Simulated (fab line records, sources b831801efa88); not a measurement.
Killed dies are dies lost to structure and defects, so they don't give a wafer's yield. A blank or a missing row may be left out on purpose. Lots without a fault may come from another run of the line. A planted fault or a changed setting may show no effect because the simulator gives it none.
fab line records | flow sky130
record lots=6 wafers=18 last_day=50
route steps=708 shown VIA2@525 METAL3@532 CAPM@537 PAD_OPEN@708
lots that met no fault: from a run of the same line without faults
start_h: hours from the record's first day to the start of the lot's first wafer shown | wait_h: hours since the lot's step before | " the same as in the row above | L1.1+2: a row that stands for several wafers | - no value, or no start given | * or withheld: withheld | < > ~ a bound
route shown NAME@n: a module of which the file shows steps, and the number in the route of the first | usual: mean/standard deviation of fault-free wafers | same: alike in all rows | chamber/n: place in a boat | sites: the reading at each site | _std_site: their standard deviation | _edge_site: outer sites' mean less inner sites' | radius_mm: how far each site lies from the wafer's centre | mask NAME#n: copy n | behind: the tool/chamber that last shaped the wafer | hold: why the lot was held/for how many hours/how that ended | device: the transistor (n, p or np) that didn't switch | end of line: the same wafers' tests at the end of the route | a step without rows: its recipe alone | killed: dies lost to structure and defects at the first sort, not the wafer's yield | map: a wafer's dies, x killed, . not, _ none there
set.NAME: the setting as run; set.NAME@STEP: as run at that earlier step | model.NAME: the simulator's own value behind a step, which no gauge read
lots at some steps of the route; a table a step, a row a wafer
services: from which hour (start_h, from the record's first day; less than 0 if before it) a tool's chamber was out of use, for how many hours, and why
## steps
# step SKY_VIA2_CLEAN_18
# recipe chemistry=IPA time_s=180 temp_c=25
# step SKY_VIA2_CLEAN_19
# recipe chemistry=O3/DIW dry=n2_spin
# step SKY_VIA2_SPUTTER_20
# recipe material=TiN target_thk_nm=20 chamber_pressure_pa=5 power_w=4000 time_s=80
# usual throttle_valve_pct=30.3/1.1
# columns lot.wafer tool chamber start_h wait_h throttle_valve_pct
L602.4 pvd_sputter-01 - 847.01 0.0 31.7
L602.5 " - " " 30.5
L602.6 " - " " 31.6
L605.3 pvd_sputter-01 - 876.71 0.0 30.3
L605.4 " - " " 29.5
L605.6 " - " " 31.6
L618.3 pvd_sputter-04 - 969.62 0.0 28.7
L618.4 " - " " 30.3
L618.6 " - " " 31.4
L619.1 pvd_sputter-03 - 987.21 0.0 29.9
L619.4 " - " " 29.9
L619.5 " - " " 31.4
L621.1 pvd_sputter-01 - 988.96 0.0 31.7
L621.2 " - " " 31.6
L621.5 " - " " 31.3
L623.2 pvd_sputter-04 - 1003.83 0.0 28.8
L623.4 " - " " 31.3
L623.6 " - " " 31.3
# step SKY_VIA2_CVD_21
# recipe material=W target_thk_nm=420 time_s=126.4 temp_c=400 pressure_torr=40
# step SKY_VIA2_RS_MEAS_22
# recipe thk_meas_gauge=four-point-probe reads=W_of_VIA2_CVD_21+TiN_of_VIA2_SPUTTER_20
# usual VIA2_W_RS=0.2730/0.0027
# columns lot.wafer tool chamber start_h wait_h VIA2_W_RS[ohm/sq]
L602.4 film_metro-04 - 847.27 0.1 0.2696
L602.5 " - " " 0.2719
L602.6 " - " " 0.2709
L605.3 film_metro-03 - 876.94 0.1 0.2743
L605.4 " - " " 0.2712
L605.6 " - " " 0.2706
L618.3 film_metro-04 - 969.85 0.1 0.2769
L618.4 " - " " 0.2741
L618.6 " - " " 0.2756
L619.1 film_metro-04 - 987.41 0.1 0.2722
L619.4 " - " " 0.2742
L619.5 " - " " 0.2738
L621.1 film_metro-03 - 989.16 0.1 0.2703
L621.2 " - " " 0.2701
L621.5 " - " " 0.2715
L623.2 film_metro-04 - 1004.04 0.1 0.2699
L623.4 " - " " 0.2695
L623.6 " - " " 0.2686
# step SKY_VIA2_THK_MEAS_23
# recipe thk_meas_gauge=xrf reads=W_of_VIA2_CVD_21
# usual VIA2_W_THK=421/7.5
# columns lot.wafer tool chamber start_h wait_h VIA2_W_THK[nm]
L602.4 film_metro-04 - 847.36 0.1 422
L602.5 " - " " 422
L602.6 " - " " 420
L605.3 film_metro-03 - 877.04 0.1 424
L605.4 " - " " 433
L605.6 " - " " 435
L618.3 film_metro-04 - 969.95 0.1 408
L618.4 " - " " 412
L618.6 " - " " 411
L619.1 film_metro-04 - 987.53 0.1 421
L619.4 " - " " 416
L619.5 " - " " 416
L621.1 film_metro-03 - 989.28 0.1 431
L621.2 " - " " 433
L621.5 " - " " 430
L623.2 film_metro-04 - 1004.15 0.1 423
L623.4 " - " " 422
L623.6 " - " " 426
# step SKY_VIA2_CMP_24
# recipe stop_on=SiO2 t_overpolish_s=20 down_force_psi=3.5 platen_rpm=60 target_thk_nm=0 pad_velocity_m_s=0.94248
# usual motor_current_A=11.2/1.6 overpolish_run_s=19.999/0.0085 time_to_endpoint_s=100/4
# columns lot.wafer tool chamber start_h wait_h motor_current_A overpolish_run_s time_to_endpoint_s
L602.4 cmp-02 1 847.44 0.1 13.2 19.995 102
L602.5 " 0 " " 13.6 20.009 102
L602.6 " 1 " " 13.3 19.999 104
L605.4 cmp-01 3 877.08 0.0 11.1 20.008 105
L605.3 " 0 " " 11.1 20.023 99
L605.6 " 3 " " 10.8 19.998 105
L618.3 cmp-02 3 970.04 0.1 9.9 20.005 98
L618.4 " 1 " " 13.7 19.995 99
L618.6 " 2 " " 10.2 20.007 98
L619.4 cmp-02 2 987.59 0.0 10.3 19.998 98
L619.1 " 0 " " 14.2 20.004 100
L619.5 " 2 " " 10.0 20.005 99
L621.1 cmp-01 1 989.66 0.4 9.5 20.006 101
L621.2 " 2 " " 11.2 20.001 100
L621.5 " 0 " " 11.1 19.986 97
L623.2 cmp-01 1 1004.30 0.1 9.0 20.001 101
L623.4 " 2 " " 11.4 19.990 95
L623.6 " 0 " " 11.1 19.997 92
# step SKY_METAL3_SPUTTER_00
# recipe material=Ti target_thk_nm=15 power_w=3000 time_s=10 chamber_pressure_pa=0.4
# step SKY_METAL3_SPUTTER_01
# recipe material=TiN target_thk_nm=20 power_w=6500 time_s=16.7 chamber_pressure_pa=0.4
# step SKY_METAL3_SPUTTER_02
# recipe material=AlCu target_thk_nm=735 power_w=10600 time_s=39.1 chamber_pressure_pa=0.4
# step SKY_METAL3_SPUTTER_03
# recipe material=Ti target_thk_nm=5 power_w=3000 time_s=3.3 chamber_pressure_pa=0.4
# usual throttle_valve_pct=30.3/0.88
# columns lot.wafer tool chamber start_h wait_h throttle_valve_pct
L602.4 pvd_sputter-03 - 847.77 0.0 29.4
L602.5 " - " " 29.4
L602.6 " - " " 29.6
L605.3 pvd_sputter-04 - 877.47 0.0 31.3
L605.4 " - " " 27.9
L605.6 " - " " 28.2
L618.3 pvd_sputter-02 - 970.38 0.0 30.8
L618.4 " - " " 30.9
L618.6 " - " " 30.9
L619.1 pvd_sputter-04 - 987.97 0.0 31.4
L619.4 " - " " 28.7
L619.5 " - " " 31.4
L621.1 pvd_sputter-02 - 989.95 0.0 31.4
L621.2 " - " " 30.9
L621.5 " - " " 31.1
L623.2 pvd_sputter-03 - 1004.58 0.0 29.7
L623.4 " - " " 29.7
L623.6 " - " " 29.9
# step SKY_METAL3_SPUTTER_04
# recipe material=TiN target_thk_nm=70 power_w=6500 time_s=58.3 chamber_pressure_pa=0.4
# usual throttle_valve_pct=30.3/0.87
# columns lot.wafer tool chamber start_h wait_h throttle_valve_pct
L602.4 pvd_sputter-03 - 847.79 0.0 29.2
L602.5 " - " " 29.1
L602.6 " - " " 30.1
L605.3 pvd_sputter-04 - 877.49 0.0 31.3
L605.4 " - " " 27.9
L605.6 " - " " 28.3
L618.3 pvd_sputter-02 - 970.40 0.0 31.2
L618.4 " - " " 30.8
L618.6 " - " " 30.9
L619.1 pvd_sputter-04 - 987.99 0.0 31.4
L619.4 " - " " 28.7
L619.5 " - " " 31.3
L621.1 pvd_sputter-02 - 989.97 0.0 31.4
L621.2 " - " " 31.0
L621.5 " - " " 31.4
L623.2 pvd_sputter-03 - 1004.60 0.0 30.1
L623.4 " - " " 30.1
L623.6 " - " " 30.2
# step SKY_CAPM_CVD_00
# recipe material=SiO2 target_thk_nm=15.5 temp_c=400 time_s=withheld rf_w=450
# usual heater_power_w=744/94 rf_fwd_power_W=440.7/2.1
# columns lot.wafer tool chamber start_h wait_h heater_power_w rf_fwd_power_W model.SiO2_of_CAPM_CVD_00.thk_nm
L602.4 pecvd-01 2 847.85 0.0 795 441.2 15.72
L602.5 " 0 " " 785 437.4 15.67
L602.6 " 2 " " 776 438.3 15.74
L605.3 pecvd-04 0 877.54 0.0 914 439.6 15.64
L605.4 " 2 " " 654 438.4 16
L605.6 " 0 " " 948 439.2 15.83
L618.3 pecvd-01 2 970.45 0.0 792 513.9 16.07
L618.4 " 1 " " 539 512.3 16.45
L618.6 " 2 " " 816 514.0 16.35
L619.1 pecvd-01 0 988.04 0.0 795 509.6 15.89
L619.4 " 2 " " 773 515.1 16.19
L619.5 " 0 " " 777 510.5 16.01
L621.1 pecvd-04 1 990.01 0.0 713 443.5 15.84
L621.2 " 0 " " 972 441.6 15.53
L621.5 " 0 " " 969 442.1 15.89
L623.2 pecvd-03 0 1004.65 0.0 800 440.8 15.18
L623.4 " 2 " " 609 443.1 15.36
L623.6 " 1 " " 745 441.9 15.47
# step SKY_CAPM_THK_MEAS_01
# recipe reads=SiO2_of_CAPM_CVD_00
# usual CAPM_CVD_00_THK=15.53/0.25
# columns lot.wafer tool chamber start_h wait_h CAPM_CVD_00_THK[nm]
L602.4 film_metro-01 - 847.90 - 15.73
L602.5 " - " " 15.63
L602.6 " - " " 15.71
L605.3 film_metro-01 - 877.58 - 15.68
L605.4 " - " " 16.04
L605.6 " - " " 15.85
L618.3 film_metro-02 - 970.49 - 16.11
L618.4 " - " " 16.46
L618.6 " - " " 16.32
L619.1 film_metro-02 - 988.06 - 15.91
L619.4 " - " " 16.21
L619.5 " - " " 16.01
L621.1 film_metro-04 - 990.05 - 15.90
L621.2 " - " " 15.50
L621.5 " - " " 15.88
L623.2 film_metro-02 - 1004.68 - 15.16
L623.4 " - " " 15.32
L623.6 " - " " 15.42
# step SKY_CAPM_SPUTTER_02
# recipe material=TiN target_thk_nm=200 temp_c=300 power_w=6500 time_s=166.7 chamber_pressure_pa=0.4
# step SKY_CAPM_RS_MEAS_03
# recipe thk_meas_gauge=four-point-probe reads=TiN_of_CAPM_SPUTTER_02
# usual CAPM_TIN_RS=6.95/0.066
# columns lot.wafer tool chamber start_h wait_h CAPM_TIN_RS[ohm/sq]
L602.4 film_metro-04 - 848.10 0.1 7.01
L602.5 " - " " 6.86
L602.6 " - " " 6.93
L605.3 film_metro-04 - 877.77 0.1 6.93
L605.4 " - " " 6.92
L605.6 " - " " 6.94
L618.3 film_metro-04 - 970.68 0.1 7.00
L618.4 " - " " 7.03
L618.6 " - " " 6.94
L619.1 film_metro-04 - 988.23 0.1 6.90
L619.4 " - " " 6.85
L619.5 " - " " 6.95
L621.1 film_metro-02 - 990.22 0.1 7.06
L621.2 " - " " 7.01
L621.5 " - " " 7.03
L623.2 film_metro-04 - 1004.86 0.1 7.05
L623.4 " - " " 7.00
L623.6 " - " " 6.95
# step SKY_CAPM_THK_MEAS_04
# recipe thk_meas_gauge=xrf reads=TiN_of_CAPM_SPUTTER_02
# usual CAPM_TIN_THK=198.7/2.1
# columns lot.wafer tool chamber start_h wait_h CAPM_TIN_THK[nm]
L602.4 film_metro-04 - 848.19 0.1 198.2
L602.5 " - " " 202.0
L602.6 " - " " 199.7
L605.3 film_metro-04 - 877.87 0.1 199.5
L605.4 " - " " 199.9
L605.6 " - " " 198.0
L618.3 film_metro-04 - 970.78 0.1 197.1
L618.4 " - " " 195.9
L618.6 " - " " 198.0
L619.1 film_metro-04 - 988.35 0.1 200.2
L619.4 " - " " 201.8
L619.5 " - " " 199.3
L621.1 film_metro-02 - 990.34 0.1 194.7
L621.2 " - " " 196.1
L621.5 " - " " 194.6
L623.2 film_metro-04 - 1004.97 0.1 196.0
L623.4 " - " " 197.8
L623.6 " - " " 198.8
# step SKY_CAPM_DEHYDRATE_05
# recipe temp_c=200 time_s=60
# step SKY_CAPM_HMDS_06
# recipe prime_time_s=60 prime_temp_c=120
# step SKY_CAPM_COAT_07
# recipe resist=NOVOLAK spin_rpm=3000 resist_thk_nm=1140
# step SKY_CAPM_SOFTBAKE_08
# recipe temp_c=90 time_s=60 resist=NOVOLAK
# step SKY_CAPM_EXPOSE_09
# recipe mask_id=CAPM na=0.6 source_shape=conventional sigma_outer=0.6 polarization=unpolarized target_cd_nm=1000 dose_mj=159
# step SKY_CAPM_PEB_10
# recipe temp_c=withheld time_s=* resist=NOVOLAK
# step SKY_CAPM_DEVELOP_11
# recipe resist=NOVOLAK developer=TMAH develop_time_s=60 dev_temp_c=23
# step SKY_CAPM_OVL_MEAS_12
# usual CAPM_OVL=-0.2/1.6
# columns lot.wafer tool chamber start_h wait_h CAPM_OVL[nm]
L602.4 overlay-02 - 874.58 0.1 0.8
L602.5 " - " " -1.6
L602.6 " - " " 1.1
L605.3 overlay-01 - 902.97 0.1 -2.3
L605.4 " - " " -2.1
L605.6 " - " " -0.1
L618.3 overlay-02 - 993.77 0.1 -1.5
L618.4 " - " " -0.3
L618.6 " - " " -1.1
L619.1 overlay-01 - 1010.76 0.1 -1.3
L619.4 " - " " -0.3
L619.5 " - " " -2.0
L621.1 overlay-01 - 1012.91 0.1 -0.7
L621.2 " - " " -3.1
L621.5 " - " " -1.5
L623.2 overlay-02 - 1027.62 0.1 -0.5
L623.4 " - " " -2.7
L623.6 " - " " -2.7
# step SKY_CAPM_METAL_ETCH_13
# recipe target_depth_nm=220 stop_on=SiO2 chemistry=Cl2/BCl3 target=TiN pressure_mtorr=10 icp_w=900 bias_w=48.5 Cl2_flow_sccm=60 bcl3_flow_sccm=30 time_s=62.9
# step SKY_CAPM_STRIP_14
# recipe chemistry=O2/N2 power_w=1400 pressure_mtorr=1500 platen_temp_c=withheld o2_flow_sccm=3000 n2_flow_sccm=300 overash_fraction=0.5
# step SKY_CAPM_STRIP_15
# recipe chemistry=post_etch_residue_remover time_s=1200 temp_c=72.5
# step SKY_CAPM_CLEAN_16
# recipe chemistry=IPA time_s=180 temp_c=25
# step SKY_CAPM_CLEAN_17
# recipe chemistry=O3/DIW dry=n2_spin
# step SKY_METAL3_DEHYDRATE_05
# recipe temp_c=200 time_s=60
# step SKY_METAL3_HMDS_06
# recipe prime_time_s=60 prime_temp_c=120
# step SKY_METAL3_COAT_07
# recipe resist=BARC temp_c=withheld time_s=withheld spin_rpm=3000 resist_thk_nm=60
# step SKY_METAL3_COAT_08
# recipe resist=KrF-thick spin_rpm=3000 resist_thk_nm=1140
# step SKY_METAL3_SOFTBAKE_09
# recipe temp_c=100 time_s=90 resist=KrF-thick
# step SKY_METAL3_EXPOSE_10
# recipe mask_id=MM3 na=0.68 source_shape=annular sigma_inner=0.4 sigma_outer=0.8 target_cd_nm=300 dose_mj=28
# step SKY_METAL3_PEB_11
# recipe peb_temp_c=withheld peb_time_s=withheld resist=KrF-thick
# step SKY_METAL3_DEVELOP_12
# recipe develop_time_s=60 resist=KrF-thick dev_temp_c=21
# step SKY_METAL3_CD_MEAS_13
# recipe target_cd_nm=300
# usual cd_nm=300.2/1.5
# columns lot.wafer tool chamber start_h wait_h cd_nm
L602.4 cd_sem-01 - 900.96 - 302.2
L602.5 " - " " 301.8
L602.6 " - " " 301.7
L605.3 cd_sem-01 - 928.70 - 297.7
L605.4 " - " " 297.2
L605.6 " - " " 298.3
L618.3 cd_sem-02 - 1017.37 - 301.4
L618.4 " - " " 301.9
L618.6 " - " " 300.7
L619.1 cd_sem-01 - 1034.21 - 297.9
L619.4 " - " " 297.2
L619.5 " - " " 297.0
L621.1 cd_sem-01 - 1035.51 - 300.5
L621.2 " - " " 300.2
L621.5 " - " " 300.5
L623.2 cd_sem-02 - 1050.88 - 303.1
L623.4 " - " " 301.7
L623.6 " - " " 301.2
# step SKY_METAL3_OVL_MEAS_14
# usual METAL3_OVL=4/4.7
# columns lot.wafer tool chamber start_h wait_h METAL3_OVL[nm]
L602.4 overlay-02 - 901.04 0.1 8
L602.5 " - " " 6
L602.6 " - " " 15
L605.3 overlay-02 - 928.79 0.1 10
L605.4 " - " " 14
L605.6 " - " " 8
L618.3 overlay-02 - 1017.46 0.1 6
L618.4 " - " " 8
L618.6 " - " " 2
L619.1 overlay-02 - 1034.33 0.1 -2
L619.4 " - " " 4
L619.5 " - " " -4
L621.1 overlay-01 - 1035.63 0.1 -2
L621.2 " - " " 8
L621.5 " - " " -11
L623.2 overlay-01 - 1051.02 0.1 3
L623.4 " - " " 4
L623.6 " - " " 10
# step SKY_METAL3_DESCUM_15
# recipe chemistry=O2 source_power_w=150 bias_power_w=0 pressure_mtorr=10 temp_c=40 time_s=8
# usual drypump_motor_current_A=5.7/0.43 oes_product_au=1.008/0.011
# columns lot.wafer tool chamber start_h wait_h drypump_motor_current_A oes_product_au rf_hours_counter_h
L602.4 rie_metal-03 1 901.07 0.0 5.6 1.014 -
L602.5 " 0 " " 5.4 1.000 -
L602.6 " 1 " " 5.6 1.007 -
L605.3 rie_metal-04 0 928.83 0.0 5.9 1.000 -
L605.4 " 1 " " 5.1 0.989 -
L605.6 " 0 " " 5.9 1.010 -
L618.3 rie_metal-04 1 1017.50 0.0 5.1 0.992 -
L618.4 " 0 " " 5.9 1.000 -
L618.6 " 1 " " 5.1 0.986 -
L619.1 rie_metal-02 1 1034.36 0.0 6.0 1.007 11
L619.4 " 0 " " 6.6 0.995 -
L619.5 " 0 " " 6.6 1.000 -
L621.1 rie_metal-03 1 1035.66 0.0 5.6 1.023 10
L621.2 " 0 " " 5.4 1.008 21
L621.5 " 0 " " 5.3 1.001 -
L623.2 rie_metal-03 1 1051.05 0.0 5.6 1.014 11
L623.4 " 1 " " 5.5 1.024 -
L623.6 " 0 " " 5.4 1.008 -
# step SKY_METAL3_ETCH_16
# recipe chemistry=N2/H2 target=BARC ion_energy_ev=200 bias_w=100 pressure_mtorr=30 n2_flow_sccm=100 h2_flow_sccm=200 icp_w=500 stop_on=SiO2 time_s=88.2 target_depth_a=600
# step SKY_METAL3_ETCH_17
# recipe target=SiO2 stop_on=TiN chemistry=C4F8/O2/Ar source_w=1500 bias_w=1200 pressure_mtorr=40 c4f8_flow_sccm=withheld O2_flow_sccm=6 Ar_flow_sccm=300 time_s=3.9 target_depth_a=150
# usual oes_product_au=0.756/0.0081
# columns lot.wafer tool chamber start_h wait_h oes_product_au rf_hours_counter_h model.etch.depth_nm
L602.4 rie_diel-04 1 901.19 0.0 0.760 11 15.72
L602.5 " 1 " " 0.753 - 15.67
L602.6 " 2 " " 0.771 - 15.74
L605.3 rie_diel-01 1 928.94 0.0 0.760 13 15.64
L605.4 " 0 " " 0.768 10 16
L605.6 " 1 " " 0.765 - 15.83
L618.3 rie_diel-01 1 1017.63 0.0 0.767 - 16.07
L618.4 " 2 " " 0.782 - 16.45
L618.6 " 2 " " 0.779 - 16.35
L619.1 rie_diel-01 3 1034.49 0.1 0.759 25 15.89
L619.4 " 2 " " 0.773 - 16.19
L619.5 " 3 " " 0.765 - 16.01
L621.1 rie_diel-02 3 1035.80 0.1 0.765 11 15.84
L621.2 " 1 " " 0.757 21 15.53
L621.5 " 1 " " 0.774 - 15.89
L623.2 rie_diel-02 3 1051.18 0.1 0.747 12 15.18
L623.4 " 0 " " 0.752 2 15.36
L623.6 " 0 " " 0.749 - 15.47
# step SKY_PAD_OPEN_PROBE_99
# usual defect_limited_yield=82.5/1.8 killed_at_M0_to_M3=42/6.6 killed_at_M4_up=3.0/1.8 killed_at_contacts=25/5.1 killed_at_front_end=15/4.4 killed_at_other=0.3/0.56 killed_dies=86/8.6 killed_open=47/6.9 killed_short=38/6 sort_bin_3_pad_short=0.8/0.42 sort_bin_5_function=10.6/1.5 sort_bin_6_memory=6.1/1.1 sort_n_pass=406/8.6 sort_yield_pct=82.5/1.8
# same gross_dies=492 killed_at_back_side=0 sort_bin_4_leakage[%]=0 sort_bin_8_speed[%]=0
# columns lot.wafer tool chamber start_h wait_h defect_limited_yield[%] killed_at_M0_to_M3 killed_at_M4_up killed_at_contacts killed_at_front_end killed_at_other killed_dies killed_open killed_short sort_bin_3_pad_short[%] sort_bin_5_function[%] sort_bin_6_memory[%] sort_n_pass sort_yield_pct[%] model.etest.cap_mim.bv_v model.etest.cap_mim.c_ff_um2
L602.4 prober-02 - 1074.68 0.2 85.8 37 3 14 16 0 70 36 32 0.4 8.1 5.7 422 85.8 13.78 2.303
L602.5 prober-02 - 1074.73 0.2 85.6 33 1 18 17 2 71 38 32 0.8 8.1 5.5 421 85.6 13.9 2.291
L602.6 prober-02 - 1074.78 0.2 85.6 29 3 22 17 0 71 41 30 0.6 8.3 5.5 421 85.6 14.55 2.304
L605.3 prober-01 - 1097.67 0.2 81.9 46 2 27 13 1 89 52 37 1.0 11.6 5.5 403 81.9 14.04 2.321
L605.4 prober-01 - 1097.72 0.2 80.7 57 2 21 15 0 95 57 37 0.6 11.4 7.3 397 80.7 14.48 2.244
L605.6 prober-01 - 1097.82 0.2 83.9 41 3 18 17 0 79 46 33 0.2 10.0 5.9 413 83.9 13.94 2.293
L618.3 prober-02 - 1168.18 0.2 86.2 32 5 19 12 0 68 37 31 1.2 7.9 4.7 424 86.2 14.47 2.256
L618.4 prober-02 - 1168.23 0.2 79.5 46 8 29 18 0 101 57 44 1.8 13.0 5.7 391 79.5 15.66 2.222
L618.6 prober-02 - 1168.33 0.2 81.9 41 3 30 14 1 89 54 35 1.4 9.8 6.9 403 81.9 14.79 2.225
L619.1 prober-01 - 1180.65 0.1 84.3 41 3 19 14 0 77 36 40 0.8 10.0 4.9 415 84.3 14.15 2.293
L619.4 prober-01 - 1180.80 0.2 85.2 35 4 26 8 0 73 43 30 0.8 8.5 5.5 419 85.2 14.36 2.242
L619.5 prober-01 - 1180.85 0.2 81.5 49 3 26 13 0 91 66 24 0.2 11.8 6.5 401 81.5 14.31 2.259
L621.1 prober-01 - 1182.81 0.1 82.1 38 4 31 15 0 88 49 39 1.4 11.8 4.7 404 82.1 13.74 2.29
L621.2 prober-01 - 1182.86 0.1 82.9 48 3 19 13 1 84 47 37 0.6 10.0 6.5 408 82.9 13.83 2.352
L621.5 prober-01 - 1183.01 0.2 84.8 38 2 21 13 1 75 35 40 1.0 8.9 5.3 417 84.8 14.39 2.288
L623.2 prober-01 - 1194.68 0.1 83.5 39 4 25 13 0 81 55 26 0.2 10.2 6.1 411 83.5 13.73 2.405
L623.4 prober-01 - 1194.78 0.2 81.5 44 3 29 12 3 91 55 36 0 11.8 6.7 401 81.5 13.2 2.363
L623.6 prober-01 - 1194.88 0.2 82.5 42 2 23 19 0 86 43 43 0.8 11.2 5.5 406 82.5 13.95 2.361
# killed by level:class
L602.4 FIELD_ISO:geometric_particle:open=6 CONTACT:geometric_particle:open=6 VIA1:geometric_particle:open=6 LI_CONTACT:geometric_particle:open=5 METAL2:geometric_particle:short=5 VIA3:geometric_particle:short=5 METAL1:geometric_particle:short=4 VIA2:geometric_particle:open=4
L602.5 VIA1:geometric_particle:open=10 CONTACT:geometric_particle:open=8 FIELD_ISO:geometric_particle:short=6 POLY_GATE:geometric_particle:open=5 METAL1:geometric_particle:short=5 POLY_GATE:geometric_particle:short=4 LI_CONTACT:geometric_particle:open=4 VIA2:geometric_particle:open=4
L602.6 LI_CONTACT:geometric_particle:open=7 CONTACT:geometric_particle:open=7 VIA1:geometric_particle:open=7 POLY_GATE:geometric_particle:open=5 CONTACT:geometric_particle:short=5 METAL1:geometric_particle:short=5 METAL2:geometric_particle:short=5 VIA3:geometric_particle:open=5
L605.3 CONTACT:geometric_particle:open=10 VIA3:geometric_particle:open=10 VIA2:geometric_particle:open=8 VIA1:geometric_particle:open=7 LI_CONTACT:geometric_particle:open=6 VIA1:geometric_particle:short=5 METAL3:geometric_particle:short=5 LOCAL_INTERCONNECT:geometric_particle:short=4
L605.4 VIA2:geometric_particle:open=14 VIA1:geometric_particle:open=11 VIA3:geometric_particle:open=9 CONTACT:geometric_particle:open=7 POLY_GATE:geometric_particle:open=6 LOCAL_INTERCONNECT:geometric_particle:short=5 METAL2:geometric_particle:short=5 METAL3:geometric_particle:short=5
L605.6 LI_CONTACT:geometric_particle:open=11 VIA1:geometric_particle:open=9 POLY_GATE:geometric_particle:open=6 VIA1:geometric_particle:short=6 VIA2:geometric_particle:open=6 VIA3:geometric_particle:short=6 FIELD_ISO:geometric_particle:open=5 METAL3:geometric_particle:short=4
L618.3 LI_CONTACT:geometric_particle:open=8 VIA1:geometric_particle:short=8 VIA1:geometric_particle:open=8 CONTACT:geometric_particle:open=7 METAL2:geometric_particle:short=5 FIELD_ISO:geometric_particle:short=4 VIA2:geometric_particle:open=4 FIELD_ISO:geometric_particle:open=3
L618.4 VIA1:geometric_particle:open=10 CONTACT:geometric_particle:open=9 VIA2:geometric_particle:open=9 POLY_GATE:geometric_particle:open=8 CONTACT:geometric_particle:short=7 VIA3:geometric_particle:open=7 METAL1:geometric_particle:short=7 LI_CONTACT:geometric_particle:short=6
L618.6 CONTACT:geometric_particle:open=18 METAL2:geometric_particle:short=8 FIELD_ISO:geometric_particle:open=7 LI_CONTACT:geometric_particle:open=6 VIA1:geometric_particle:open=6 METAL1:geometric_particle:short=5 VIA2:geometric_particle:open=5 VIA3:geometric_particle:short=5
L619.1 METAL2:geometric_particle:short=9 CONTACT:geometric_particle:open=6 VIA2:geometric_particle:open=6 CONTACT:geometric_particle:short=4 METAL1:geometric_particle:short=4 VIA2:geometric_particle:short=4 VIA1:geometric_particle:open=4 VIA3:geometric_particle:open=4
L619.4 CONTACT:geometric_particle:open=13 LI_CONTACT:geometric_particle:open=8 METAL2:geometric_particle:short=8 VIA1:geometric_particle:open=7 METAL1:geometric_particle:short=5 VIA3:geometric_particle:open=4 CONTACT:geometric_particle:short=3 METAL4:geometric_particle:short=3
L619.5 CONTACT:geometric_particle:open=15 VIA1:geometric_particle:open=11 VIA3:geometric_particle:open=10 LI_CONTACT:geometric_particle:open=7 VIA2:geometric_particle:open=7 FIELD_ISO:geometric_particle:open=6 METAL1:geometric_particle:short=6 VIA3:geometric_particle:short=4
L621.1 CONTACT:geometric_particle:open=11 VIA2:geometric_particle:open=8 METAL1:geometric_particle:short=8 VIA1:geometric_particle:open=6 CONTACT:geometric_particle:short=6 LI_CONTACT:geometric_particle:open=5 POLY_GATE:geometric_particle:open=4 LI_CONTACT:geometric_particle:short=4
L621.2 VIA2:geometric_particle:open=12 VIA1:geometric_particle:open=9 LI_CONTACT:geometric_particle:open=7 CONTACT:geometric_particle:open=6 METAL1:geometric_particle:short=6 METAL2:geometric_particle:short=6 FIELD_ISO:geometric_particle:open=4 VIA1:geometric_particle:short=4
L621.5 METAL1:geometric_particle:short=10 CONTACT:geometric_particle:open=8 LI_CONTACT:geometric_particle:open=6 VIA1:geometric_particle:open=6 METAL2:geometric_particle:short=5 POLY_GATE:geometric_particle:short=4 LOCAL_INTERCONNECT:geometric_particle:short=4 VIA2:geometric_particle:short=4
L623.2 CONTACT:geometric_particle:open=15 VIA1:geometric_particle:open=9 METAL2:geometric_particle:short=9 VIA2:geometric_particle:open=8 LI_CONTACT:geometric_particle:open=5 FIELD_ISO:geometric_particle:short=4 FIELD_ISO:geometric_particle:open=4 VIA3:geometric_particle:open=4
L623.4 CONTACT:geometric_particle:open=11 VIA1:geometric_particle:open=11 VIA2:geometric_particle:open=9 LI_CONTACT:geometric_particle:open=8 POLY_GATE:geometric_particle:open=7 VIA3:geometric_particle:open=6 METAL1:geometric_particle:short=5 LOCAL_INTERCONNECT:geometric_particle:short=4
L623.6 CONTACT:geometric_particle:open=14 VIA2:geometric_particle:open=8 METAL1:geometric_particle:short=6 VIA1:geometric_particle:open=6 VIA1:geometric_particle:short=6 FIELD_ISO:geometric_particle:short=5 CONTACT:geometric_particle:short=5 POLY_GATE:geometric_particle:short=4
## services
# columns tool chamber start_h hours kind
rie_diel-02 3 824.09 6.3 repair
pvd_sputter-04 - 824.54 15.2 repair
pecvd-01 - 834.75 1.8 repair
cmp-01 - 836.99 4.8 pm
pvd_sputter-04 - 845.26 5.4 repair
pvd_sputter-04 - 848.16 11.0 repair
pvd_sputter-03 - 856.92 1.0 repair
rie_diel-01 2 878.85 34.8 repair
rie_diel-01 3 883.12 3.0 repair
cmp-01 - 898.71 1.2 repair
pvd_sputter-02 - 906.10 0.5 repair
rie_metal-03 - 911.11 2.8 pm
cmp-01 - 912.20 4.0 pm
pvd_sputter-03 - 916.19 1.5 repair
cmp-02 - 916.20 6.6 pm
cmp-01 - 923.05 3.1 repair
pvd_sputter-01 - 935.25 5.0 repair
cmp-01 - 962.90 0.2 repair
cmp-01 - 985.25 2.0 repair
cmp-02 - 988.66 7.7 pm
pvd_sputter-04 - 991.57 2.5 repair
rie_diel-01 0 993.26 65.1 repair
cmp-01 - 1000.42 2.7 repair
rie_diel-01 3 1014.69 4.4 repair
## key
first_sign step=SKY_CAPM_CVD_00 reading=rf_fwd_power_W direction=up sigmas=35 usual=440.7 struck=512.6
effect step=SKY_CAPM_THK_MEAS_01 reading=CAPM_CVD_00_THK direction=up sigmas=2.5 usual=15.53 struck=16.17
model_effect step=SKY_CAPM_CVD_00 value=SiO2_of_CAPM_CVD_00.thk_nm without=15.45 struck=16.16
model_effect step=SKY_METAL3_ETCH_17 value=etch.depth_nm without=15.45 struck=16.16
model_effect step=SKY_PAD_OPEN_PROBE_99 value=etest.cap_mim.bv_v without=13.98 struck=14.62
met_at SKY_CAPM_CVD_00
struck_wafers L618.3,L618.4,L618.6,L619.1,L619.4,L619.5
onset_between 847.85 970.45
fault kind=process_parameter_drift tool=pecvd-01 chamber=- onset_h=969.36 steps=SKY_CAPM_CVD_00 channel=rf_w offset=72 shape=step end_h=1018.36 acts_in=these_recipes_only stated=450
